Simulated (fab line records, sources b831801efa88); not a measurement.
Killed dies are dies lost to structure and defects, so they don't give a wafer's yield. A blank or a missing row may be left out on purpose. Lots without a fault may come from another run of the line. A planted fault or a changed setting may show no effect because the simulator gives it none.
One fault seen from 2 desks | flow gf180mcu | each desk has only its own numbers; what lay behind them comes last

THE TOOL OWNER'S DESK: pvd_sputter-04
The tool's own readings at GF_M4_SPUTTER_00 (material Ti, target thk 37.5 nm, time 150 s): means of the sampled wafers that have a number, for each lot that ran on this tool. A lot is out of limits, marked OUT, if its mean lies more than 4 standard deviations from the usual mean; the brackets give that distance.
Columns: A = throttle_valve_pct at GF_M4_SPUTTER_00, usual 30.1 %
lot  | first seen here | A
L232 | day 22 16:34    | 29.7
L234 | day 23 13:22    | 30.1
L245 | day 27 09:10    | 30.4
L246 | day 27 17:18    | 29.1
This desk's finding: nothing out of limits on any of the 4 lots.

THE METROLOGY DESK
What the gauges read, lot by lot, whatever tool the lot ran on: means of the sampled wafers that have a number. A lot is out of limits, marked OUT, if its mean lies more than 4 standard deviations from the usual mean; the brackets give that distance.
Columns: A = V3_OVL at GF_V3_OVL_MEAS_15, usual -3 nm; B = V3_W_RS at GF_V3_RS_MEAS_24, usual 0.323 ohm/sq; C = V3_W_THK at GF_V3_THK_MEAS_25, usual 365 nm
lot  | first seen here | A  | B     | C
L232 | day 22 15:05    | -8 | 0.319 | 374
L234 | day 23 11:56    | -6 | 0.323 | 364
L245 | day 27 07:26    | 1  | 0.326 | 363
L246 | day 27 15:48    | 4  | 0.318 | 375
L250 | day 28 13:38    | 5  | 0.322 | 364
L253 | day 29 07:43    | -7 | 0.326 | 357
This desk's finding: nothing out of limits on any of the 6 lots.

PUT TOGETHER
The tool owner's desk saw nothing out of limits.
The metrology desk saw nothing out of limits.

WHAT THE SIMULATOR HAD PUT IN
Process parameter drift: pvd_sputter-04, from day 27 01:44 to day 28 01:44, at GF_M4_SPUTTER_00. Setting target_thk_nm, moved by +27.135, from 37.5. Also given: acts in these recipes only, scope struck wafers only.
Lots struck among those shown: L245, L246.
